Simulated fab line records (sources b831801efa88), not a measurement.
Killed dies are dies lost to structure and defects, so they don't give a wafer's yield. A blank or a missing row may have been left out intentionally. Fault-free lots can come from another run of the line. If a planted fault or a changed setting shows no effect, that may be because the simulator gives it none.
fab line records ; flow sky130
record: lots: 24; wafers: 72; lastDay: 50
route steps=708 shown RES_XHIGH@341 SD_N@358 METAL1@435 VIA1@478 VIA4@640 METAL5@677
lots untouched by any fault: they come from a run of this same line in which no faults occurred
startH: hours from the record's opening day to when the first of the lot's shown wafers began ; waitH: hours since the lot's step before ; " the same as in the row above ; L1.1+2: several wafers, shown together as one row ; - no value, or no start given ; * or withheld: withheld ; < > ~ a bound
route shown NAME@n: NAME is a module with steps in the file, n the number in the route of the first one ; usual: mean/standard deviation of fault-free wafers ; same: alike in all rows ; chamber/n: place in a boat ; sites: per-site readings ; _std_site: the standard deviation of these ; _edge_site: outer sites' mean less inner sites' ; radiusMm: for every site, how far away it sits from the centre of the wafer ; mask NAME#n: copy n ; behind: the most recent tool/chamber to have shaped the wafer ; hold: the reason the lot was held/the length of the hold in hours/how it ended ; device: names the non-switching transistor (n, p or np) ; end of line: the same wafers' tests at the end of the route ; a step given without rows: its recipe and nothing more ; killed: the dies lost at the first sort to structure and to defects; this is not the yield of the wafer ; map: dies across one wafer; x = killed, . = not, _ = none there
set.NAME: the setting as run; set.NAME@STEP: as run at that earlier step ; model.NAME: the simulator's own value behind a step, which no gauge read
one table for each step of the route and one row for each wafer, over a sample of lots
services: a tool's chamber out of use, with start hour (startH, from the record's first day; less than 0 if before it), hours out, and reason
== steps ==
step: SKY_RES_XHIGH_TW_MEAS_09
usual: RES_XHIGH_TW: 1633/9.7
lot.wafer;tool;chamber;startH;waitH;RES_XHIGH_TW
L074.1;filmMetro-02;-;612.11;0.1;1635
L074.4;filmMetro-02;-;612.11;0.1;1630
L074.6;filmMetro-02;-;612.11;0.1;1615
L075.3;filmMetro-03;-;623.79;0.1;1639
L075.5;filmMetro-03;-;623.79;0.1;1630
L075.6;filmMetro-03;-;623.79;0.1;1636
L076.1;filmMetro-02;-;634.07;0.1;1647
L076.2;filmMetro-02;-;634.07;0.1;1656
L076.4;filmMetro-02;-;634.07;0.1;1655
L077.1;filmMetro-03;-;641.40;0.1;1631
L077.4;filmMetro-03;-;641.40;0.1;1629
L077.5;filmMetro-03;-;641.40;0.1;1620
L078.1;filmMetro-04;-;656.58;0.1;1632
L078.2;filmMetro-04;-;656.58;0.1;1628
L078.6;filmMetro-04;-;656.58;0.1;1632
L079.1;filmMetro-03;-;661.26;0.1;1624
L079.3;filmMetro-03;-;661.26;0.1;1635
L079.4;filmMetro-03;-;661.26;0.1;1634
L080.1;filmMetro-04;-;663.36;0.1;1633
L080.5;filmMetro-04;-;663.36;0.1;1628
L080.6;filmMetro-04;-;663.36;0.1;1633
L081.1;filmMetro-02;-;672.72;0.1;1645
L081.3;filmMetro-02;-;672.72;0.1;1646
L081.5;filmMetro-02;-;672.72;0.1;1645
L082.1;filmMetro-02;-;681.52;0.1;1644
L082.4;filmMetro-02;-;681.52;0.1;1649
L082.5;filmMetro-02;-;681.52;0.1;1640
L083.1;filmMetro-03;-;690.36;0.1;1631
L083.3;filmMetro-03;-;690.36;0.1;1632
L083.6;filmMetro-03;-;690.36;0.1;1629
L084.2;filmMetro-02;-;699.99;0.1;1638
L084.3;filmMetro-02;-;699.99;0.1;1639
L084.4;filmMetro-02;-;699.99;0.1;1643
L085.1;filmMetro-03;-;709.53;0.1;1621
L085.2;filmMetro-03;-;709.53;0.1;1625
L085.4;filmMetro-03;-;709.53;0.1;1619
L086.2;filmMetro-02;-;719.47;0.1;1623
L086.3;filmMetro-02;-;719.47;0.1;1633
L086.5;filmMetro-02;-;719.47;0.1;1629
L087.1;filmMetro-02;-;725.48;0.1;1648
L087.2;filmMetro-02;-;725.48;0.1;1641
L087.3;filmMetro-02;-;725.48;0.1;1653
L088.1;filmMetro-04;-;736.22;0.1;1634
L088.3;filmMetro-04;-;736.22;0.1;1636
L088.4;filmMetro-04;-;736.22;0.1;1638
L089.2;filmMetro-02;-;744.53;0.1;1635
L089.4;filmMetro-02;-;744.53;0.1;1632
L089.5;filmMetro-02;-;744.53;0.1;1637
L090.4;filmMetro-02;-;746.61;0.1;1626
L090.5;filmMetro-02;-;746.61;0.1;1647
L090.6;filmMetro-02;-;746.61;0.1;1625
L091.4;filmMetro-03;-;755.66;0.1;1620
L091.5;filmMetro-03;-;755.66;0.1;1624
L091.6;filmMetro-03;-;755.66;0.1;1614
L092.1;filmMetro-03;-;763.71;0.1;1628
L092.5;filmMetro-03;-;763.71;0.1;1636
L092.6;filmMetro-03;-;763.71;0.1;1618
L093.1;filmMetro-04;-;766.36;0.1;1635
L093.5;filmMetro-04;-;766.36;0.1;1620
L093.6;filmMetro-04;-;766.36;0.1;1621
L094.1;filmMetro-04;-;771.53;0.1;1615
L094.2;filmMetro-04;-;771.53;0.1;1625
L094.5;filmMetro-04;-;771.53;0.1;1617
L095.2;filmMetro-02;-;781.23;0.1;1636
L095.3;filmMetro-02;-;781.23;0.1;1640
L095.4;filmMetro-02;-;781.23;0.1;1636
L096.3;filmMetro-04;-;789.69;0.1;1626
L096.4;filmMetro-04;-;789.69;0.1;1627
L096.5;filmMetro-04;-;789.69;0.1;1623
L097.2;filmMetro-02;-;798.88;0.1;1634
L097.3;filmMetro-02;-;798.88;0.1;1644
L097.6;filmMetro-02;-;798.88;0.1;1633
step: SKY_SD_N_RS_MEAS_16
recipe: thkMeasGauge: four-point-probe
usual: SD_N_RS: 68.55/0.1
lot.wafer;tool;chamber;startH;waitH;SD_N_RS[ohm/sq]
L074.1;filmMetro-04;-;641.66;0.1;68.45
L074.4;filmMetro-04;-;641.66;0.1;68.61
L074.6;filmMetro-04;-;641.66;0.1;68.49
L075.3;filmMetro-04;-;653.02;0.1;68.64
L075.5;filmMetro-04;-;653.02;0.1;68.78
L075.6;filmMetro-04;-;653.02;0.1;68.63
L076.1;filmMetro-03;-;663.58;0.1;68.58
L076.2;filmMetro-03;-;663.58;0.1;68.49
L076.4;filmMetro-03;-;663.58;0.1;68.54
L077.1;filmMetro-04;-;670.03;0.1;68.55
L077.4;filmMetro-04;-;670.03;0.1;68.87
L077.5;filmMetro-04;-;670.03;0.1;68.78
L078.1;filmMetro-02;-;685.16;0.1;68.50
L078.2;filmMetro-02;-;685.16;0.1;68.47
L078.6;filmMetro-02;-;685.16;0.1;68.42
L079.1;filmMetro-02;-;690.42;0.1;68.56
L079.3;filmMetro-02;-;690.42;0.1;68.60
L079.4;filmMetro-02;-;690.42;0.1;68.43
L080.1;filmMetro-03;-;692.05;0.1;68.57
L080.5;filmMetro-03;-;692.05;0.1;68.67
L080.6;filmMetro-03;-;692.05;0.1;68.56
L081.1;filmMetro-04;-;701.41;0.1;68.41
L081.3;filmMetro-04;-;701.41;0.1;68.52
L081.5;filmMetro-04;-;701.41;0.1;68.57
L082.1;filmMetro-02;-;709.91;0.1;68.51
L082.4;filmMetro-02;-;709.91;0.1;68.41
L082.5;filmMetro-02;-;709.91;0.1;68.51
L083.1;filmMetro-04;-;718.76;0.1;68.40
L083.3;filmMetro-04;-;718.76;0.1;68.49
L083.6;filmMetro-04;-;718.76;0.1;68.47
L084.2;filmMetro-04;-;726.75;0.1;68.52
L084.3;filmMetro-04;-;726.75;0.1;68.51
L084.4;filmMetro-04;-;726.75;0.1;68.56
L085.1;filmMetro-04;-;737.47;0.1;68.52
L085.2;filmMetro-04;-;737.47;0.1;68.55
L085.4;filmMetro-04;-;737.47;0.1;68.60
L086.2;filmMetro-02;-;747.03;0.1;68.37
L086.3;filmMetro-02;-;747.03;0.1;68.61
L086.5;filmMetro-02;-;747.03;0.1;68.56
L087.1;filmMetro-04;-;758.48;0.1;68.51
L087.2;filmMetro-04;-;758.48;0.1;68.67
L087.3;filmMetro-04;-;758.48;0.1;68.53
L088.1;filmMetro-02;-;762.86;0.1;68.44
L088.3;filmMetro-02;-;762.86;0.1;68.46
L088.4;filmMetro-02;-;762.86;0.1;68.63
L089.2;filmMetro-04;-;771.19;0.1;68.72
L089.4;filmMetro-04;-;771.19;0.1;68.46
L089.5;filmMetro-04;-;771.19;0.1;68.51
L090.4;filmMetro-04;-;773.43;0.1;68.43
L090.5;filmMetro-04;-;773.43;0.1;68.54
L090.6;filmMetro-04;-;773.43;0.1;68.61
L091.4;filmMetro-03;-;782.32;0.1;68.59
L091.5;filmMetro-03;-;782.32;0.1;68.37
L091.6;filmMetro-03;-;782.32;0.1;68.65
L092.1;filmMetro-04;-;790.56;0.1;68.45
L092.5;filmMetro-04;-;790.56;0.1;68.37
L092.6;filmMetro-04;-;790.56;0.1;68.41
L093.1;filmMetro-02;-;793.12;0.1;68.57
L093.5;filmMetro-02;-;793.12;0.1;68.57
L093.6;filmMetro-02;-;793.12;0.1;68.47
L094.1;filmMetro-03;-;798.15;0.1;68.53
L094.2;filmMetro-03;-;798.15;0.1;68.57
L094.5;filmMetro-03;-;798.15;0.1;68.50
L095.2;filmMetro-03;-;807.33;0.1;68.46
L095.3;filmMetro-03;-;807.33;0.1;68.68
L095.4;filmMetro-03;-;807.33;0.1;68.59
L096.3;filmMetro-03;-;817.26;0.1;68.56
L096.4;filmMetro-03;-;817.26;0.1;68.43
L096.5;filmMetro-03;-;817.26;0.1;68.53
L097.2;filmMetro-04;-;825.75;0.1;68.58
L097.3;filmMetro-04;-;825.75;0.1;68.44
L097.6;filmMetro-04;-;825.75;0.1;68.57
step: SKY_METAL1_SPUTTER_01
recipe: material: TiN; targetThkNm: 20; powerW: 6500; timeS: 16.7; chamberPressurePa: 0.4
usual: throttleValvePct: 30.4/0.94
lot.wafer;tool;chamber;startH;waitH;throttleValvePct
L074.1;pvdSputter-01;-;730.23;0.0;31.6
L074.4;pvdSputter-01;-;730.23;0.0;30.4
L074.6;pvdSputter-01;-;730.23;0.0;31.6
L075.3;pvdSputter-02;-;742.15;0.0;31.9
L075.5;pvdSputter-02;-;742.15;0.0;29.3
L075.6;pvdSputter-02;-;742.15;0.0;32.0
L076.1;pvdSputter-04;-;752.78;0.0;32.2
L076.2;pvdSputter-04;-;752.78;0.0;30.2
L076.4;pvdSputter-04;-;752.78;0.0;30.6
L077.1;pvdSputter-04;-;757.88;0.0;32.2
L077.4;pvdSputter-04;-;757.88;0.0;30.1
L077.5;pvdSputter-04;-;757.88;0.0;29.8
L078.1;pvdSputter-04;-;772.55;0.0;30.4
L078.2;pvdSputter-04;-;772.55;0.0;30.8
L078.6;pvdSputter-04;-;772.55;0.0;30.8
L079.1;pvdSputter-02;-;776.75;0.0;29.6
L079.3;pvdSputter-02;-;776.75;0.0;29.2
L079.4;pvdSputter-02;-;776.75;0.0;29.8
L080.1;pvdSputter-01;-;780.04;0.0;30.1
L080.5;pvdSputter-01;-;780.04;0.0;30.4
L080.6;pvdSputter-01;-;780.04;0.0;29.8
L081.1;pvdSputter-04;-;787.05;0.0;30.2
L081.3;pvdSputter-04;-;787.05;0.0;30.5
L081.5;pvdSputter-04;-;787.05;0.0;30.0
L082.1;pvdSputter-02;-;795.63;0.0;32.0
L082.4;pvdSputter-02;-;795.63;0.0;29.5
L082.5;pvdSputter-02;-;795.63;0.0;29.3
L083.1;pvdSputter-01;-;803.41;0.0;30.2
L083.3;pvdSputter-01;-;803.41;0.0;30.3
L083.6;pvdSputter-01;-;803.41;0.0;29.7
L084.2;pvdSputter-02;-;811.23;0.0;29.4
L084.3;pvdSputter-02;-;811.23;0.0;32.2
L084.4;pvdSputter-02;-;811.23;0.0;29.6
L085.1;pvdSputter-04;-;821.71;0.0;32.3
L085.2;pvdSputter-04;-;821.71;0.0;30.7
L085.4;pvdSputter-04;-;821.71;0.0;30.2
L086.2;pvdSputter-01;-;832.03;0.0;29.9
L086.3;pvdSputter-01;-;832.03;0.0;30.3
L086.5;pvdSputter-01;-;832.03;0.0;30.4
L087.1;pvdSputter-01;-;842.38;0.0;30.4
L087.2;pvdSputter-01;-;842.38;0.0;29.7
L087.3;pvdSputter-01;-;842.38;0.0;31.5
L088.1;pvdSputter-01;-;847.26;0.0;30.0
L088.3;pvdSputter-01;-;847.26;0.0;31.6
L088.4;pvdSputter-01;-;847.26;0.0;30.4
L089.2;pvdSputter-02;-;856.96;0.0;32.0
L089.4;pvdSputter-02;-;856.96;0.0;29.6
L089.5;pvdSputter-02;-;856.96;0.0;32.0
L090.4;pvdSputter-01;-;857.65;0.0;31.7
L090.5;pvdSputter-01;-;857.65;0.0;30.3
L090.6;pvdSputter-01;-;857.65;0.0;30.0
L091.4;pvdSputter-01;-;866.11;0.0;30.2
L091.5;pvdSputter-01;-;866.11;0.0;31.6
L091.6;pvdSputter-01;-;866.11;0.0;29.8
L092.1;pvdSputter-02;-;874.33;0.0;29.3
L092.5;pvdSputter-02;-;874.33;0.0;29.4
L092.6;pvdSputter-02;-;874.33;0.0;31.7
L093.1;pvdSputter-04;-;877.50;0.0;31.9
L093.5;pvdSputter-04;-;877.50;0.0;30.6
L093.6;pvdSputter-04;-;877.50;0.0;30.0
L094.1;pvdSputter-02;-;883.46;0.0;29.2
L094.2;pvdSputter-02;-;883.46;0.0;31.9
L094.5;pvdSputter-02;-;883.46;0.0;29.4
L095.2;pvdSputter-02;-;891.69;0.0;29.5
L095.3;pvdSputter-02;-;891.69;0.0;32.1
L095.4;pvdSputter-02;-;891.69;0.0;29.2
L096.3;pvdSputter-04;-;900.35;0.0;30.1
L096.4;pvdSputter-04;-;900.35;0.0;30.0
L096.5;pvdSputter-04;-;900.35;0.0;30.7
L097.2;pvdSputter-04;-;908.48;0.0;29.9
L097.3;pvdSputter-04;-;908.48;0.0;32.3
L097.6;pvdSputter-04;-;908.48;0.0;30.1
step: SKY_VIA1_SPUTTER_20
recipe: material: TiN; targetThkNm: 20; chamberPressurePa: 5; powerW: 4000; timeS: 80
usual: throttleValvePct: 30.0/0.93
lot.wafer;tool;chamber;startH;waitH;throttleValvePct
L074.1;pvdSputter-01;-;786.10;0.0;29.9
L074.4;pvdSputter-01;-;786.10;0.0;29.7
L074.6;pvdSputter-01;-;786.10;0.0;30.1
L075.3;pvdSputter-04;-;797.31;0.0;32.2
L075.5;pvdSputter-04;-;797.31;0.0;30.8
L075.6;pvdSputter-04;-;797.31;0.0;30.2
L076.1;pvdSputter-03;-;806.75;0.0;29.7
L076.2;pvdSputter-03;-;806.75;0.0;28.3
L076.4;pvdSputter-03;-;806.75;0.0;29.1
L077.1;pvdSputter-03;-;812.56;0.0;29.6
L077.4;pvdSputter-03;-;812.56;0.0;29.4
L077.5;pvdSputter-03;-;812.56;0.0;29.5
L078.1;pvdSputter-03;-;828.22;0.0;29.3
L078.2;pvdSputter-03;-;828.22;0.0;28.2
L078.6;pvdSputter-03;-;828.22;0.0;28.1
L079.1;pvdSputter-04;-;832.64;0.0;30.0
L079.3;pvdSputter-04;-;832.64;0.0;30.6
L079.4;pvdSputter-04;-;832.64;0.0;30.7
L080.1;pvdSputter-01;-;834.69;0.0;30.5
L080.5;pvdSputter-01;-;834.69;0.0;31.6
L080.6;pvdSputter-01;-;834.69;0.0;30.1
L081.1;pvdSputter-04;-;842.65;0.0;30.1
L081.3;pvdSputter-04;-;842.65;0.0;30.3
L081.5;pvdSputter-04;-;842.65;0.0;30.5
L082.1;pvdSputter-03;-;850.38;0.0;28.9
L082.4;pvdSputter-03;-;850.38;0.0;29.9
L082.5;pvdSputter-03;-;850.38;0.0;29.8
L083.1;pvdSputter-01;-;859.78;0.0;30.4
L083.3;pvdSputter-01;-;859.78;0.0;30.3
L083.6;pvdSputter-01;-;859.78;0.0;30.4
L084.2;pvdSputter-04;-;867.19;0.0;30.7
L084.3;pvdSputter-04;-;867.19;0.0;30.1
L084.4;pvdSputter-04;-;867.19;0.0;32.2
L085.1;pvdSputter-04;-;875.70;0.0;30.2
L085.2;pvdSputter-04;-;875.70;0.0;32.0
L085.4;pvdSputter-04;-;875.70;0.0;30.6
L086.2;pvdSputter-01;-;887.42;0.0;31.8
L086.3;pvdSputter-01;-;887.42;0.0;30.4
L086.5;pvdSputter-01;-;887.42;0.0;31.7
L087.1;pvdSputter-03;-;896.59;0.0;29.9
L087.2;pvdSputter-03;-;896.59;0.0;29.2
L087.3;pvdSputter-03;-;896.59;0.0;29.3
L088.1;pvdSputter-01;-;901.12;0.0;29.7
L088.3;pvdSputter-01;-;901.12;0.0;31.5
L088.4;pvdSputter-01;-;901.12;0.0;30.2
L089.2;pvdSputter-01;-;910.35;0.0;31.5
L089.4;pvdSputter-01;-;910.35;0.0;29.6
L089.5;pvdSputter-01;-;910.35;0.0;29.7
L090.4;pvdSputter-04;-;912.55;0.0;30.7
L090.5;pvdSputter-04;-;912.55;0.0;30.7
L090.6;pvdSputter-04;-;912.55;0.0;30.2
L091.4;pvdSputter-03;-;920.01;0.0;28.3
L091.5;pvdSputter-03;-;920.01;0.0;29.5
L091.6;pvdSputter-03;-;920.01;0.0;29.1
L092.1;pvdSputter-03;-;927.16;0.0;28.5
L092.5;pvdSputter-03;-;927.16;0.0;29.3
L092.6;pvdSputter-03;-;927.16;0.0;28.4
L093.1;pvdSputter-04;-;929.51;0.0;30.8
L093.5;pvdSputter-04;-;929.51;0.0;30.7
L093.6;pvdSputter-04;-;929.51;0.0;30.1
L094.1;pvdSputter-03;-;935.26;0.0;29.0
L094.2;pvdSputter-03;-;935.26;0.0;29.7
L094.5;pvdSputter-03;-;935.26;0.0;29.1
L095.2;pvdSputter-03;-;944.54;0.0;29.7
L095.3;pvdSputter-03;-;944.54;0.0;29.5
L095.4;pvdSputter-03;-;944.54;0.0;29.0
L096.3;pvdSputter-01;-;952.25;0.0;29.6
L096.4;pvdSputter-01;-;952.25;0.0;30.1
L096.5;pvdSputter-01;-;952.25;0.0;31.4
L097.2;pvdSputter-01;-;960.10;0.0;29.9
L097.3;pvdSputter-01;-;960.10;0.0;31.6
L097.6;pvdSputter-01;-;960.10;0.0;29.6
step: SKY_VIA4_THK_MEAS_01
recipe: reads: SiO2_of_VIA4_HDPCVD_00
usual: VIA4_HDPCVD_THK: 1747/15
lot.wafer;tool;chamber;startH;waitH;VIA4_HDPCVD_THK[nm]
L074.1;filmMetro-04;-;974.03;0.1;1754
L074.4;filmMetro-04;-;974.03;0.1;1738
L074.6;filmMetro-04;-;974.03;0.1;1742
L075.3;filmMetro-02;-;986.65;0.1;1751
L075.5;filmMetro-02;-;986.65;0.1;1774
L075.6;filmMetro-02;-;986.65;0.1;1789
L076.1;filmMetro-01;-;993.61;0.1;1759
L076.2;filmMetro-01;-;993.61;0.1;1769
L076.4;filmMetro-01;-;993.61;0.1;1762
L077.1;filmMetro-04;-;998.92;0.1;1750
L077.4;filmMetro-04;-;998.92;0.1;1751
L077.5;filmMetro-04;-;998.92;0.1;1737
L078.1;filmMetro-04;-;1012.83;0.1;1742
L078.2;filmMetro-04;-;1012.83;0.1;1711
L078.6;filmMetro-04;-;1012.83;0.1;1737
L079.1;filmMetro-02;-;1017.34;0.2;1779
L079.3;filmMetro-02;-;1017.34;0.2;1777
L079.4;filmMetro-02;-;1017.34;0.2;1768
L080.1;filmMetro-01;-;1018.92;0.1;1750
L080.5;filmMetro-01;-;1018.92;0.1;1750
L080.6;filmMetro-01;-;1018.92;0.1;1732
L081.1;filmMetro-02;-;1026.64;0.1;1718
L081.3;filmMetro-02;-;1026.64;0.1;1737
L081.5;filmMetro-02;-;1026.64;0.1;1732
L082.1;filmMetro-01;-;1032.23;0.1;1751
L082.4;filmMetro-01;-;1032.23;0.1;1770
L082.5;filmMetro-01;-;1032.23;0.1;1754
L083.1;filmMetro-01;-;1044.92;0.1;1764
L083.3;filmMetro-01;-;1044.92;0.1;1769
L083.6;filmMetro-01;-;1044.92;0.1;1778
L084.2;filmMetro-01;-;1047.25;0.1;1757
L084.3;filmMetro-01;-;1047.25;0.1;1727
L084.4;filmMetro-01;-;1047.25;0.1;1748
L085.1;filmMetro-01;-;1051.65;0.1;1763
L085.2;filmMetro-01;-;1051.65;0.1;1756
L085.4;filmMetro-01;-;1051.65;0.1;1774
L086.2;filmMetro-01;-;1063.94;0.1;1743
L086.3;filmMetro-01;-;1063.94;0.1;1742
L086.5;filmMetro-01;-;1063.94;0.1;1736
L087.1;filmMetro-01;-;1071.93;0.1;1743
L087.2;filmMetro-01;-;1071.93;0.1;1735
L087.3;filmMetro-01;-;1071.93;0.1;1740
L088.1;filmMetro-01;-;1074.83;0.1;1751
L088.3;filmMetro-01;-;1074.83;0.1;1750
L088.4;filmMetro-01;-;1074.83;0.1;1740
L089.2;filmMetro-02;-;1082.87;0.1;1725
L089.4;filmMetro-02;-;1082.87;0.1;1758
L089.5;filmMetro-02;-;1082.87;0.1;1740
L090.4;filmMetro-02;-;1084.32;0.0;1748
L090.5;filmMetro-02;-;1084.32;0.0;1731
L090.6;filmMetro-02;-;1084.32;0.0;1730
L091.4;filmMetro-04;-;1089.35;0.0;1767
L091.5;filmMetro-04;-;1089.35;0.0;1755
L091.6;filmMetro-04;-;1089.35;0.0;1750
L092.1;filmMetro-04;-;1095.90;0.1;1726
L092.5;filmMetro-04;-;1095.90;0.1;1731
L092.6;filmMetro-04;-;1095.90;0.1;1731
L093.1;filmMetro-01;-;1099.08;0.1;1737
L093.5;filmMetro-01;-;1099.08;0.1;1735
L093.6;filmMetro-01;-;1099.08;0.1;1744
L094.1;filmMetro-01;-;1104.96;0.1;1740
L094.2;filmMetro-01;-;1104.96;0.1;1752
L094.5;filmMetro-01;-;1104.96;0.1;1723
L095.2;filmMetro-04;-;1110.45;0.1;1753
L095.3;filmMetro-04;-;1110.45;0.1;1730
L095.4;filmMetro-04;-;1110.45;0.1;1736
L096.3;filmMetro-04;-;1117.00;0.1;1742
L096.4;filmMetro-04;-;1117.00;0.1;1758
L096.5;filmMetro-04;-;1117.00;0.1;1734
L097.2;filmMetro-04;-;1123.88;0.1;1752
L097.3;filmMetro-04;-;1123.88;0.1;1742
L097.6;filmMetro-04;-;1123.88;0.1;1747
step: SKY_METAL5_STRIP_16
recipe: chemistry: O2/N2; powerW: 1400; pressureMtorr: 1500; platenTempC: withheld; o2FlowSccm: 3000; n2FlowSccm: 300; overashFraction: 0.5
usual: drypumpMotorCurrentA: 5.6/0.45; oesProductAu: 0.709/0.0045; stripTimeToEndpointS: 13.08/0.12
lot.wafer;tool;chamber;startH;waitH;drypumpMotorCurrentA;oesProductAu;rfHoursCounterH;stripTimeToEndpointS
L074.1;plasmaAsher-03;0;1023.39;0.2;6.0;0.706;58;13.02
L074.4;plasmaAsher-03;0;1023.39;0.2;6.0;0.709;-;12.99
L074.6;plasmaAsher-03;0;1023.39;0.2;6.0;0.711;-;13.24
L075.3;plasmaAsher-03;1;1035.32;0.1;5.7;0.714;-;13.27
L075.5;plasmaAsher-03;0;1035.32;0.1;6.0;0.705;-;13.15
L075.6;plasmaAsher-03;1;1035.32;0.1;5.6;0.709;-;12.99
L076.1;plasmaAsher-02;1;1041.93;0.2;5.5;0.709;120;13.19
L076.2;plasmaAsher-02;0;1041.93;0.2;6.0;0.712;120;13.34
L076.4;plasmaAsher-02;0;1041.93;0.2;6.0;0.713;-;13.30
L077.1;plasmaAsher-04;1;1046.48;0.2;5.8;0.711;29;13.19
L077.4;plasmaAsher-04;0;1046.48;0.2;4.8;0.709;-;13.15
L077.5;plasmaAsher-04;1;1046.48;0.2;5.9;0.711;-;13.14
L078.1;plasmaAsher-04;0;1060.24;0.2;4.8;0.702;30;12.98
L078.2;plasmaAsher-04;1;1060.24;0.2;5.9;0.711;30;12.93
L078.6;plasmaAsher-04;0;1060.24;0.2;4.8;0.718;-;12.98
L079.1;plasmaAsher-04;0;1063.64;0.2;4.8;0.711;31;13.11
L079.3;plasmaAsher-04;1;1063.64;0.2;5.9;0.711;-;13.24
L079.4;plasmaAsher-04;0;1063.64;0.2;4.8;0.705;-;13.10
L080.1;plasmaAsher-02;1;1065.13;0.2;5.6;0.709;0;12.94
L080.5;plasmaAsher-02;1;1065.13;0.2;5.5;0.704;-;12.97
L080.6;plasmaAsher-02;0;1065.13;0.2;6.0;0.714;-;13.00
L081.1;plasmaAsher-03;1;1072.33;0.2;5.6;0.706;62;13.02
L081.3;plasmaAsher-03;1;1072.33;0.2;5.6;0.719;-;13.04
L081.5;plasmaAsher-03;0;1072.33;0.2;6.0;0.711;-;13.00
L082.1;plasmaAsher-03;1;1077.18;0.2;5.7;0.709;62;13.28
L082.4;plasmaAsher-03;1;1077.18;0.2;5.6;0.712;-;13.31
L082.5;plasmaAsher-03;1;1077.18;0.2;5.7;0.709;-;13.29
L083.1;plasmaAsher-02;0;1088.74;0.2;6.0;0.714;3;13.12
L083.3;plasmaAsher-02;0;1088.74;0.2;6.0;0.709;-;12.95
L083.6;plasmaAsher-02;0;1088.74;0.2;6.0;0.708;-;13.04
L084.2;plasmaAsher-03;0;1091.48;0.2;6.0;0.713;64;12.90
L084.3;plasmaAsher-03;0;1091.48;0.2;6.0;0.701;-;12.99
L084.4;plasmaAsher-03;1;1091.48;0.2;5.7;0.712;-;12.95
L085.1;plasmaAsher-04;0;1095.98;0.2;4.8;0.705;34;13.30
L085.2;plasmaAsher-04;1;1095.98;0.2;5.9;0.709;34;12.99
L085.4;plasmaAsher-04;1;1095.98;0.2;5.9;0.713;-;13.27
L086.2;plasmaAsher-04;1;1106.49;0.2;5.9;0.706;36;12.88
L086.3;plasmaAsher-04;0;1106.49;0.2;4.8;0.708;-;12.90
L086.5;plasmaAsher-04;1;1106.49;0.2;5.9;0.707;-;12.90
L087.1;plasmaAsher-03;1;1115.18;0.2;5.6;0.711;66;13.13
L087.2;plasmaAsher-03;0;1115.18;0.2;6.0;0.714;66;13.18
L087.3;plasmaAsher-03;0;1115.18;0.2;6.0;0.704;-;13.03
L088.1;plasmaAsher-04;1;1117.78;0.2;5.9;0.708;37;13.22
L088.3;plasmaAsher-04;0;1117.78;0.2;4.8;0.712;-;13.25
L088.4;plasmaAsher-04;1;1117.78;0.2;5.9;0.701;-;13.11
L089.2;plasmaAsher-04;0;1124.69;0.2;4.8;0.716;37;13.25
L089.4;plasmaAsher-04;1;1124.69;0.2;5.9;0.702;-;12.99
L089.5;plasmaAsher-04;0;1124.69;0.2;4.8;0.709;-;12.96
L090.4;plasmaAsher-03;0;1126.12;0.1;6.0;0.703;-;13.37
L090.5;plasmaAsher-03;1;1126.12;0.1;5.6;0.701;-;13.33
L090.6;plasmaAsher-03;0;1126.12;0.1;6.0;0.711;-;13.04
L091.4;plasmaAsher-04;0;1130.97;0.1;4.8;0.717;-;13.05
L091.5;plasmaAsher-04;0;1130.97;0.1;4.8;0.716;-;13.01
L091.6;plasmaAsher-04;1;1130.97;0.1;5.9;0.712;-;13.04
L092.1;plasmaAsher-02;1;1137.48;0.2;5.6;0.704;6;13.14
L092.5;plasmaAsher-02;0;1137.48;0.2;6.0;0.711;-;13.13
L092.6;plasmaAsher-02;1;1137.48;0.2;5.6;0.706;-;13.08
L093.1;plasmaAsher-03;0;1140.68;0.2;6.0;0.709;69;13.09
L093.5;plasmaAsher-03;1;1140.68;0.2;5.7;0.711;-;13.06
L093.6;plasmaAsher-03;0;1140.68;0.2;6.0;0.707;-;13.11
L094.1;plasmaAsher-04;1;1146.11;0.2;5.8;0.701;40;13.07
L094.2;plasmaAsher-04;0;1146.11;0.2;4.8;0.709;40;13.06
L094.5;plasmaAsher-04;0;1146.11;0.2;4.8;0.709;-;13.17
L095.2;plasmaAsher-04;0;1150.08;0.2;4.8;0.712;40;13.06
L095.3;plasmaAsher-04;0;1150.08;0.2;4.8;0.703;-;13.01
L095.4;plasmaAsher-04;1;1150.08;0.2;5.9;0.703;-;13.01
L096.3;plasmaAsher-03;0;1157.74;0.3;6.0;0.704;-;13.05
L096.4;plasmaAsher-03;1;1157.74;0.3;5.6;0.709;-;13.01
L096.5;plasmaAsher-03;0;1157.74;0.3;6.0;0.708;-;13.03
L097.2;plasmaAsher-04;1;1162.19;0.2;5.9;0.711;41;12.81
L097.3;plasmaAsher-04;1;1162.19;0.2;5.9;0.714;-;13.22
L097.6;plasmaAsher-04;0;1162.19;0.2;4.8;0.711;-;12.87
== services ==
tool;chamber;startH;hours;kind
plasmaAsher-04;-;733.75;9.0;pm
plasmaAsher-03;-;745.30;1.6;repair
plasmaAsher-02;-;754.93;8.8;repair
pvdSputter-02;-;770.12;0.5;repair
pvdSputter-03;-;781.00;3.0;repair
plasmaAsher-04;-;810.80;2.8;pm
plasmaAsher-03;-;811.69;2.8;pm
plasmaAsher-02;-;835.28;1.9;repair
pvdSputter-01;-;877.67;0.8;repair
pvdSputter-01;-;919.69;3.4;repair
pvdSputter-01;-;956.24;1.9;repair
pvdSputter-03;-;964.99;3.3;repair
pvdSputter-04;-;970.30;1.8;repair
plasmaAsher-04;-;972.01;10.1;pm
pvdSputter-01;-;980.33;1.0;repair
plasmaAsher-04;-;986.84;3.7;repair
plasmaAsher-04;-;988.01;4.1;repair
pvdSputter-02;-;994.26;3.7;repair
pvdSputter-04;-;1020.62;3.2;repair
pvdSputter-03;-;1024.61;1.7;repair
plasmaAsher-02;-;1055.25;9.0;pm
plasmaAsher-03;-;1058.40;7.3;repair
pvdSputter-01;-;1120.98;1.0;repair
pvdSputter-03;-;1127.23;1.3;repair
== key ==
fault none
